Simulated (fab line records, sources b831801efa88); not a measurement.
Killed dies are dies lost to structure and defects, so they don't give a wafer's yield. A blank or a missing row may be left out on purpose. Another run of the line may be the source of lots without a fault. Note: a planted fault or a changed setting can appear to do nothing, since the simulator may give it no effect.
fab line records    flow sky130
[record] lots = 12  wafers = 36  last_day = 50
route steps=708 shown NWELL@60 VT_ADJUST_HVTR@138 VT_ADJUST_PCH@153 PAD_OPEN@708
lots with no fault: from the same line, run without faults
start_h: the number of hours between the record's first day and the start of the first shown wafer of the lot    wait_h: time in hours since the lot's previous step    " the same as in the row above    L1.1+2: several wafers, shown together as one row    - value missing, or start not given    * or withheld: withheld    < > ~ a bound
route shown NAME@n: names a module that has steps shown in the file, with the first one's number in the route    usual: mean and standard deviation over wafers with no fault    same: alike in all rows    chamber/n: place in a boat    sites: each site's reading    _std_site: standard deviation of those values    _edge_site: the outer-site mean with the inner-site mean subtracted    radius_mm: for every site, how far away it sits from the centre of the wafer    mask NAME#n: copy n    behind: the tool/chamber that last shaped the wafer    hold: the reason the lot was held/the length of the hold in hours/how it ended    device: transistor that didn't switch, given as n, p or np    end of line: the route-end tests of the same wafers    a step with no rows: only its recipe    killed: count of dies lost to structure and defects at first sort (not the wafer's yield)    map: dies across one wafer; x = killed, . = not, _ = none there
set.NAME: the setting as run; set.NAME@STEP: as run at that earlier step    model.NAME: the simulator's own value behind a step, which no gauge read
steps of the route over a sample of lots; a table a step, a row a wafer
services: when a tool's chamber went out of use (start_h, in hours from the record's first day, below 0 if earlier), for how many hours, and the reason
[[steps]]
[step SKY_NWELL_EXPOSE_07]
[recipe] mask_id = NWM  na = 0.6  source_shape = conventional  sigma_outer = 0.6  polarization = unpolarized  target_cd_nm = 840  dose_mj = 255
[usual] reticle_temp_C = 22.98/0.11
[same] sigma_outer = 0.6
lot.wafer  tool              chamber  start_h  wait_h  mask     reticle_temp_C
L462.1     iline_stepper-02  0        103.28   -       NWM#0    22.97
L462.2     "                 0        "        "       NWM#0    23.07
L462.6     "                 0        "        "       NWM#0    22.89
L461.2     iline_stepper-02  0        103.72   -       NWM#0    22.91
L461.3     "                 0        "        "       NWM#0    23.03
L461.4     "                 0        "        "       NWM#0    23.12
L464.2     iline_stepper-02  0        117.45   -       NWM#0    22.83
L464.3     "                 0        "        "       NWM#0    22.72
L464.4     "                 0        "        "       NWM#0    22.74
L466.1     iline_stepper-02  0        130.72   -       PWDEM#0  23.01
L466.4     "                 0        "        "       PWDEM#0  22.70
L466.6     "                 0        "        "       PWDEM#0  22.79
L468.2     iline_stepper-02  0        138.92   -       NWM#0    22.95
L468.4     "                 0        "        "       NWM#0    23.00
L468.5     "                 0        "        "       NWM#0    22.96
L467.2     iline_stepper-02  0        139.17   -       NWM#0    23.09
L467.4     "                 0        "        "       NWM#0    22.88
L467.5     "                 0        "        "       NWM#0    22.98
L471.1     iline_stepper-02  0        157.87   -       NWM#0    23.05
L471.3     "                 0        "        "       NWM#0    23.19
L471.6     "                 0        "        "       NWM#0    22.92
L472.3     iline_stepper-02  0        161.44   -       NWM#0    22.86
L472.5     "                 0        "        "       NWM#0    22.90
L472.6     "                 0        "        "       NWM#0    22.99
L474.1     iline_stepper-02  0        176.55   -       NWM#0    23.01
L474.4     "                 0        "        "       NWM#0    22.93
L474.5     "                 0        "        "       NWM#0    23.03
L478.1     iline_stepper-02  0        197.94   -       NWM#0    23.20
L478.3     "                 0        "        "       NWM#0    23.21
L478.6     "                 0        "        "       NWM#0    23.16
L479.1     iline_stepper-02  0        204.85   -       NWM#0    23.12
L479.2     "                 0        "        "       NWM#0    23.06
L479.5     "                 0        "        "       NWM#0    23.09
L480.3     iline_stepper-02  0        208.64   -       NWM#0    23.10
L480.5     "                 0        "        "       NWM#0    22.96
L480.6     "                 0        "        "       NWM#0    23.10
[step SKY_NWELL_OVL_MEAS_10]
[usual] NWELL_00_OVL = 0.0/1.5
lot.wafer  tool        chamber  start_h  wait_h  NWELL_00_OVL[nm]
L462.1     overlay-02  -        111.30   -       0.8
L462.2     "           -        "        "       0.7
L462.6     "           -        "        "       1.4
L461.2     overlay-01  -        111.85   -       -3.4
L461.3     "           -        "        "       -1.0
L461.4     "           -        "        "       -2.9
L464.2     overlay-02  -        126.50   -       0.5
L464.3     "           -        "        "       0.4
L464.4     "           -        "        "       2.8
L466.1     overlay-01  -        140.24   -       -
L466.4     "           -        "        "       -
L466.6     "           -        "        "       -
L468.2     overlay-02  -        147.95   -       -1.2
L468.4     "           -        "        "       0.2
L468.5     "           -        "        "       -1.4
L467.2     overlay-02  -        148.50   -       0.9
L467.4     "           -        "        "       2.8
L467.5     "           -        "        "       2.3
L471.1     overlay-02  -        167.79   -       -0.5
L471.3     "           -        "        "       -2.0
L471.6     "           -        "        "       0.5
L472.3     overlay-01  -        171.01   -       -0.1
L472.5     "           -        "        "       -0.7
L472.6     "           -        "        "       -1.0
L474.1     overlay-01  -        186.14   -       0.1
L474.4     "           -        "        "       -0.1
L474.5     "           -        "        "       1.2
L478.1     overlay-01  -        207.99   -       0.7
L478.3     "           -        "        "       -1.5
L478.6     "           -        "        "       -0.2
L479.1     overlay-01  -        213.75   -       1.2
L479.2     "           -        "        "       -1.7
L479.5     "           -        "        "       -1.4
L480.3     overlay-01  -        218.51   -       -3.3
L480.5     "           -        "        "       -2.4
L480.6     "           -        "        "       -2.2
[step SKY_NWELL_TW_MEAS_15]
[usual] NWELL_TW = 1801/18
lot.wafer  tool           chamber  start_h  wait_h  hold                      NWELL_TW
L462.1     film_metro-02  -        111.89   0.1     -                         1784
L462.2     "              -        "        "       -                         1784
L462.6     "              -        "        "       -                         1777
L461.2     film_metro-04  -        112.44   0.1     -                         1830
L461.3     "              -        "        "       -                         1833
L461.4     "              -        "        "       -                         1817
L464.2     film_metro-03  -        127.09   0.1     -                         1793
L464.3     "              -        "        "       -                         1794
L464.4     "              -        "        "       -                         1784
L466.1     film_metro-02  -        140.83   0.1     await_dispo/0.2h/release  30
L466.4     "              -        "        "       await_dispo/0.2h/release  30
L466.6     "              -        "        "       await_dispo/0.2h/release  30
L466.1     film_metro-02  -        141.06   0.2     -                         29
L466.4     "              -        "        "       -                         30
L466.6     "              -        "        "       -                         30
L468.2     film_metro-02  -        148.54   0.1     -                         1790
L468.4     "              -        "        "       -                         1782
L468.5     "              -        "        "       -                         1773
L467.2     film_metro-02  -        149.09   0.1     -                         1774
L467.4     "              -        "        "       -                         1783
L467.5     "              -        "        "       -                         1772
L471.1     film_metro-02  -        168.38   0.1     -                         1789
L471.3     "              -        "        "       -                         1784
L471.6     "              -        "        "       -                         1779
L472.3     film_metro-03  -        171.60   0.1     -                         1804
L472.5     "              -        "        "       -                         1795
L472.6     "              -        "        "       -                         1803
L474.1     film_metro-02  -        186.73   0.1     -                         1790
L474.4     "              -        "        "       -                         1785
L474.5     "              -        "        "       -                         1786
L478.1     film_metro-04  -        208.58   0.1     -                         1830
L478.3     "              -        "        "       -                         1835
L478.6     "              -        "        "       -                         1822
L479.1     film_metro-03  -        214.33   0.1     -                         1799
L479.2     "              -        "        "       -                         1799
L479.5     "              -        "        "       -                         1797
L480.3     film_metro-03  -        219.10   0.1     -                         1808
L480.5     "              -        "        "       -                         1798
L480.6     "              -        "        "       -                         1804
[step SKY_NWELL_STRIP_25]
[recipe] chemistry = O2/N2  power_w = 1400  pressure_mtorr = 1500  platen_temp_c = withheld  o2_flow_sccm = 3000  n2_flow_sccm = 300  overash_fraction = 0.5
[usual] drypump_motor_current_A = 6.1/0.45  oes_product_au = 0.723/0.0043  strip_time_to_endpoint_s = 36.88/0.099
lot.wafer  tool             chamber  start_h  wait_h  drypump_motor_current_A  oes_product_au  rf_hours_counter_h  strip_time_to_endpoint_s
L462.1     plasma_asher-04  0        129.74   0.1     5.7                      0.727           36                  36.85
L462.2     "                1        "        "       6.6                      0.723           36                  36.71
L462.6     "                1        "        "       6.6                      0.723           -                   36.87
L461.2     plasma_asher-01  1        130.74   0.1     5.6                      0.723           48                  36.95
L461.3     "                0        "        "       6.1                      0.722           -                   36.99
L461.4     "                1        "        "       5.5                      0.728           -                   37.02
L464.2     plasma_asher-02  0        146.39   0.1     6.1                      0.724           40                  36.88
L464.3     "                1        "        "       6.8                      0.725           -                   36.92
L464.4     "                0        "        "       6.1                      0.723           -                   36.88
L468.2     plasma_asher-01  0        168.13   0.1     6.1                      0.717           52                  36.96
L468.4     "                0        "        "       6.1                      0.725           -                   36.99
L468.5     "                0        "        "       6.1                      0.725           -                   36.84
L467.2     plasma_asher-04  0        168.68   0.1     5.7                      0.721           38                  36.74
L467.4     "                1        "        "       6.6                      0.715           -                   36.94
L467.5     "                1        "        "       6.6                      0.725           -                   36.88
L471.1     plasma_asher-02  1        188.23   0.1     6.8                      0.723           44                  37.00
L471.3     "                0        "        "       6.1                      0.723           -                   37.15
L471.6     "                1        "        "       6.8                      0.722           -                   37.04
L472.3     plasma_asher-04  1        192.17   0.1     6.6                      0.721           -                   36.91
L472.5     "                0        "        "       5.7                      0.725           -                   36.88
L472.6     "                1        "        "       6.6                      0.717           -                   36.85
L474.1     plasma_asher-01  1        207.79   0.1     5.6                      0.720           56                  36.91
L474.4     "                1        "        "       5.6                      0.729           -                   36.88
L474.5     "                1        "        "       5.6                      0.717           -                   36.90
L478.1     plasma_asher-04  1        230.88   0.1     6.6                      0.727           44                  36.84
L478.3     "                0        "        "       5.7                      0.720           -                   36.72
L478.6     "                1        "        "       6.6                      0.729           -                   36.78
L479.1     plasma_asher-02  0        237.23   0.1     6.1                      0.723           49                  36.82
L479.2     "                1        "        "       6.8                      0.718           49                  36.85
L479.5     "                0        "        "       6.0                      0.726           -                   36.78
L480.3     plasma_asher-01  0        242.51   0.1     6.1                      0.717           -                   36.69
L480.5     "                1        "        "       5.6                      0.728           -                   36.68
L480.6     "                0        "        "       6.1                      0.720           -                   36.70
[step SKY_VT_ADJUST_HVTR_CD_MEAS_07]
[recipe] target_cd_nm = 380
[usual] cd_nm = 380.1/2.1
lot.wafer  tool       chamber  start_h  wait_h  cd_nm
L462.1     cd_sem-02  -        233.25   0.1     379.5
L462.2     "          -        "        "       379.8
L462.6     "          -        "        "       379.4
L461.2     cd_sem-02  -        234.52   0.1     377.9
L461.3     "          -        "        "       377.8
L461.4     "          -        "        "       380.0
L464.2     cd_sem-01  -        256.37   0.1     384.1
L464.3     "          -        "        "       383.3
L464.4     "          -        "        "       381.3
L468.2     cd_sem-02  -        280.41   0.1     379.2
L468.4     "          -        "        "       383.2
L468.5     "          -        "        "       381.3
L467.2     cd_sem-02  -        281.82   0.1     381.1
L467.4     "          -        "        "       380.0
L467.5     "          -        "        "       379.7
L471.1     cd_sem-01  -        304.25   0.1     382.2
L471.3     "          -        "        "       382.1
L471.6     "          -        "        "       384.4
L472.3     cd_sem-02  -        310.58   0.1     380.9
L472.5     "          -        "        "       379.7
L472.6     "          -        "        "       379.3
L474.1     cd_sem-01  -        329.70   0.1     381.1
L474.4     "          -        "        "       382.4
L474.5     "          -        "        "       382.8
L478.1     cd_sem-01  -        356.05   0.1     377.3
L478.3     "          -        "        "       376.8
L478.6     "          -        "        "       377.9
L479.1     cd_sem-02  -        363.85   0.1     383.1
L479.2     "          -        "        "       381.0
L479.5     "          -        "        "       382.8
L480.3     cd_sem-01  -        372.58   0.1     377.2
L480.5     "          -        "        "       376.7
L480.6     "          -        "        "       378.4
[step SKY_VT_ADJUST_PCH_TW_MEAS_10]
[usual] VT_ADJUST_PCH_TW = 143.4/1.4
lot.wafer  tool           chamber  start_h  wait_h  VT_ADJUST_PCH_TW
L462.1     film_metro-04  -        257.33   0.1     143.4
L462.2     "              -        "        "       143.1
L462.6     "              -        "        "       142.8
L461.2     film_metro-03  -        258.64   0.1     141.8
L461.3     "              -        "        "       142.0
L461.4     "              -        "        "       142.4
L464.2     film_metro-03  -        281.39   0.1     140.6
L464.3     "              -        "        "       140.9
L464.4     "              -        "        "       140.4
L468.2     film_metro-04  -        305.70   0.1     143.9
L468.4     "              -        "        "       144.4
L468.5     "              -        "        "       144.4
L467.2     film_metro-04  -        307.49   0.1     144.4
L467.4     "              -        "        "       143.5
L467.5     "              -        "        "       144.2
L471.1     film_metro-04  -        330.98   0.1     144.7
L471.3     "              -        "        "       143.9
L471.6     "              -        "        "       143.6
L472.3     film_metro-04  -        337.46   0.1     144.1
L472.5     "              -        "        "       144.0
L472.6     "              -        "        "       144.4
L474.1     film_metro-04  -        356.04   0.1     143.5
L474.4     "              -        "        "       144.6
L474.5     "              -        "        "       144.6
L478.1     film_metro-04  -        384.93   0.1     143.3
L478.3     "              -        "        "       144.8
L478.6     "              -        "        "       143.5
L479.1     film_metro-01  -        392.34   0.1     145.2
L479.2     "              -        "        "       144.6
L479.5     "              -        "        "       145.0
L480.3     film_metro-03  -        402.15   0.1     139.9
L480.5     "              -        "        "       140.8
L480.6     "              -        "        "       141.4
[step SKY_PAD_OPEN_PROBE_99]
[usual] defect_limited_yield = 82.4/2  killed_at_M0_to_M3 = 44/7.4  killed_at_M4_up = 3.0/1.6  killed_at_contacts = 24/5  killed_at_front_end = 15/4.6  killed_at_other = 0.4/0.65  killed_dies = 86/9.6  killed_on_rim = 17/3.6  killed_open = 48/7.4  killed_short = 38/6.9  sort_bin_3_pad_short = 0.9/0.43  sort_bin_5_function = 10.4/1.3  sort_bin_6_memory = 6.3/1.2  sort_n_pass = 406/9.6  sort_yield_pct = 82.4/2
[same] gross_dies = 492  killed_at_back_side = 0  sort_bin_4_leakage[%] = 0  sort_bin_8_speed[%] = 0
lot.wafer  tool       chamber  start_h  wait_h  defect_limited_yield[%]  killed_at_M0_to_M3  killed_at_M4_up  killed_at_contacts  killed_at_front_end  killed_at_other  killed_dies  killed_on_rim  killed_open  killed_short  sort_bin_3_pad_short[%]  sort_bin_5_function[%]  sort_bin_6_memory[%]  sort_n_pass  sort_yield_pct[%]
L468.2     prober-01  -        1132.52  0.1     82.7                     42                  4                26                  13                   0                85           13             48           36            0.2                      10.2                    6.9                   407          82.7
L468.4     prober-01  -        1132.62  0.2     79.5                     51                  6                29                  15                   0                101          14             44           57            1.0                      12.2                    7.3                   391          79.5
L468.5     prober-01  -        1132.67  0.2     81.1                     44                  7                26                  16                   0                93           19             39           54            0.6                      12.6                    5.7                   399          81.1
L471.1     prober-01  -        1151.11  0.1     84.6                     45                  2                20                  9                    0                76           18             41           35            1.4                      10.6                    3.5                   416          84.6
L471.3     prober-01  -        1151.21  0.2     84.3                     42                  3                16                  16                   0                77           13             43           34            0.4                      8.7                     6.5                   415          84.3
L471.6     prober-01  -        1151.36  0.2     83.7                     37                  0                24                  19                   0                80           18             36           44            1.2                      8.3                     6.7                   412          83.7
L472.3     prober-02  -        1155.91  0.2     84.8                     39                  3                16                  16                   1                75           15             48           27            1.0                      8.7                     5.5                   417          84.8
L472.5     prober-02  -        1156.01  0.2     82.3                     45                  2                24                  16                   0                87           17             50           37            0.2                      9.8                     7.7                   405          82.3
L472.6     prober-02  -        1156.06  0.2     84.8                     39                  2                27                  7                    0                75           16             35           40            1.0                      8.9                     5.3                   417          84.8
L474.1     prober-02  -        1171.21  0.1     80.5                     50                  2                23                  21                   0                96           22             63           33            1.2                      10.8                    7.5                   396          80.5
L474.4     prober-02  -        1171.36  0.2     82.1                     34                  4                36                  14                   0                88           15             43           45            0.4                      11.6                    5.9                   404          82.1
L474.5     prober-02  -        1171.41  0.2     83.7                     37                  0                28                  13                   2                80           16             48           30            0.2                      8.9                     7.1                   412          83.7
L478.1     prober-02  -        1188.18  0.1     80.9                     49                  3                32                  10                   0                94           17             49           45            0.8                      12.2                    6.1                   398          80.9
L478.3     prober-02  -        1188.28  0.2     81.3                     48                  1                30                  13                   0                92           19             54           38            0.6                      11.2                    6.9                   400          81.3
L478.6     prober-02  -        1188.43  0.2     83.1                     49                  2                18                  13                   1                83           22             40           43            0.2                      11.0                    5.7                   409          83.1
L479.1     prober-01  -        1190.52  0.1     80.9                     40                  3                25                  26                   0                94           13             61           33            0.4                      11.6                    7.1                   398          80.9
L479.2     prober-01  -        1190.57  0.1     86.6                     40                  2                13                  11                   0                66           14             31           35            0.2                      7.9                     5.3                   426          86.6
L479.5     prober-01  -        1190.72  0.2     78.3                     49                  5                34                  19                   0                107          22             62           45            0.8                      12.8                    8.1                   385          78.3
// killed by level:class
L468.2 CONTACT:geometric_particle:open=12 VIA1:geometric_particle:short=12 VIA1:geometric_particle:open=9 FIELD_ISO:geometric_particle:open=8 METAL2:geometric_particle:short=6 LI_CONTACT:geometric_particle:open=5 CONTACT:geometric_particle:short=5 VIA2:geometric_particle:open=5
L468.4 CONTACT:geometric_particle:open=14 METAL2:geometric_particle:short=8 VIA1:geometric_particle:open=8 METAL1:geometric_particle:short=7 METAL4:geometric_particle:short=6 VIA3:geometric_particle:open=6 VIA1:geometric_particle:short=5 FIELD_ISO:geometric_particle:open=4
L468.5 VIA1:geometric_particle:open=13 CONTACT:geometric_particle:open=9 LOCAL_INTERCONNECT:geometric_particle:short=8 METAL1:geometric_particle:short=8 VIA1:geometric_particle:short=7 METAL2:geometric_particle:short=6 METAL4:geometric_particle:short=5 FIELD_ISO:geometric_particle:open=4
L471.1 VIA1:geometric_particle:open=9 CONTACT:geometric_particle:open=7 METAL1:geometric_particle:short=7 VIA2:geometric_particle:open=6 METAL2:geometric_particle:short=6 VIA3:geometric_particle:open=6 FIELD_ISO:geometric_particle:open=5 LOCAL_INTERCONNECT:geometric_particle:short=5
L471.3 VIA1:geometric_particle:open=9 METAL2:geometric_particle:short=9 CONTACT:geometric_particle:open=8 FIELD_ISO:geometric_particle:open=5 FIELD_ISO:geometric_particle:short=5 POLY_GATE:geometric_particle:open=4 METAL1:geometric_particle:short=4 VIA2:geometric_particle:open=4
L471.6 CONTACT:geometric_particle:open=10 FIELD_ISO:geometric_particle:short=6 METAL1:geometric_particle:short=6 VIA1:geometric_particle:open=6 METAL2:geometric_particle:short=6 LI_CONTACT:geometric_particle:open=5 CONTACT:geometric_particle:short=5 VIA1:geometric_particle:short=5
L472.3 CONTACT:geometric_particle:open=9 VIA2:geometric_particle:open=9 VIA3:geometric_particle:open=6 VIA1:geometric_particle:open=5 FIELD_ISO:geometric_particle:short=4 POLY_CUT:geometric_particle:open=4 POLY_GATE:geometric_particle:open=3 LI_CONTACT:geometric_particle:open=3
L472.5 VIA3:geometric_particle:open=11 CONTACT:geometric_particle:open=9 VIA2:geometric_particle:open=9 CONTACT:geometric_particle:short=7 VIA1:geometric_particle:open=7 POLY_GATE:geometric_particle:short=5 LI_CONTACT:geometric_particle:open=5 METAL3:geometric_particle:short=5
L472.6 VIA1:geometric_particle:open=11 LOCAL_INTERCONNECT:geometric_particle:short=9 VIA3:geometric_particle:open=7 CONTACT:geometric_particle:short=6 VIA2:geometric_particle:short=5 VIA2:geometric_particle:open=5 FIELD_ISO:geometric_particle:short=4 VIA1:geometric_particle:short=4
L474.1 VIA1:geometric_particle:open=19 CONTACT:geometric_particle:open=11 VIA3:geometric_particle:open=9 LI_CONTACT:geometric_particle:open=7 POLY_GATE:geometric_particle:short=5 VIA1:geometric_particle:short=5 VIA2:geometric_particle:open=5 FIELD_ISO:geometric_particle:short=4
L474.4 CONTACT:geometric_particle:open=12 LOCAL_INTERCONNECT:geometric_particle:short=8 LI_CONTACT:geometric_particle:open=7 METAL2:geometric_particle:short=7 VIA1:geometric_particle:open=6 CONTACT:geometric_particle:short=5 FIELD_ISO:geometric_particle:short=4 METAL1:geometric_particle:short=4
L474.5 LI_CONTACT:geometric_particle:open=11 VIA1:geometric_particle:open=10 CONTACT:geometric_particle:open=10 METAL1:geometric_particle:short=6 VIA3:geometric_particle:open=6 FIELD_ISO:geometric_particle:short=4 FIELD_ISO:geometric_particle:open=4 CONTACT:geometric_particle:short=4
L478.1 CONTACT:geometric_particle:open=13 VIA1:geometric_particle:open=12 VIA1:geometric_particle:short=8 VIA3:geometric_particle:open=7 LOCAL_INTERCONNECT:geometric_particle:short=6 CONTACT:geometric_particle:short=6 LI_CONTACT:geometric_particle:open=5 METAL1:geometric_particle:short=5
L478.3 VIA1:geometric_particle:open=13 CONTACT:geometric_particle:open=10 LI_CONTACT:geometric_particle:open=7 VIA2:geometric_particle:open=7 CONTACT:geometric_particle:short=6 VIA1:geometric_particle:short=5 METAL1:geometric_particle:short=5 FIELD_ISO:geometric_particle:open=4
L478.6 VIA1:geometric_particle:short=11 VIA1:geometric_particle:open=11 METAL3:geometric_particle:short=6 LI_CONTACT:geometric_particle:open=6 FIELD_ISO:geometric_particle:open=4 CONTACT:geometric_particle:open=4 METAL2:geometric_particle:short=4 VIA2:geometric_particle:open=4
L479.1 FIELD_ISO:geometric_particle:open=12 LI_CONTACT:geometric_particle:open=11 VIA1:geometric_particle:open=8 FIELD_ISO:geometric_particle:short=7 CONTACT:geometric_particle:open=7 VIA2:geometric_particle:open=7 VIA1:geometric_particle:short=5 METAL1:geometric_particle:short=4
L479.2 METAL1:geometric_particle:short=7 VIA1:geometric_particle:open=7 CONTACT:geometric_particle:open=6 VIA1:geometric_particle:short=5 METAL3:geometric_particle:short=5 FIELD_ISO:geometric_particle:short=4 VIA2:geometric_particle:open=4 VIA3:geometric_particle:open=4
L479.5 CONTACT:geometric_particle:open=12 VIA1:geometric_particle:open=11 VIA2:geometric_particle:open=11 LI_CONTACT:geometric_particle:open=9 METAL2:geometric_particle:short=7 FIELD_ISO:geometric_particle:open=6 FIELD_ISO:geometric_particle:short=6 CONTACT:geometric_particle:short=5
[[services]]
tool              chamber  start_h  hours  kind
plasma_asher-04   -        113.94   2.8    pm
plasma_asher-04   -        159.66   7.4    repair
iline_stepper-02  0        208.42   -      calibration
plasma_asher-04   -        217.21   5.9    repair
[[key]]
[first_sign] step = SKY_NWELL_EXPOSE_07  reading = mask  direction = changed
[effect] step = SKY_NWELL_OVL_MEAS_10  reading = NWELL_00_OVL  direction = missing
[effect] step = SKY_NWELL_TW_MEAS_15  reading = visit  direction = added
[effect] step = SKY_NWELL_TW_MEAS_15  reading = NWELL_TW  direction = down  sigmas = 99  usual = 1801  struck = 30
met_at SKY_NWELL_EXPOSE_07
struck_lots L466
scrapped_behind SKY_NWELL_TW_MEAS_15 L466.1,L466.4,L466.6
not_acting_at SKY_NWELL_STRIP_25,SKY_VT_ADJUST_HVTR_CD_MEAS_07,SKY_VT_ADJUST_PCH_TW_MEAS_10
onset_between 117.45 130.72
[fault] kind = wrong_mask  tool = any  chamber = -  onset_h = 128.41  steps = SKY_NWELL_EXPOSE_07  aux_copy = PWDEM#0  scope = struck_lots_only
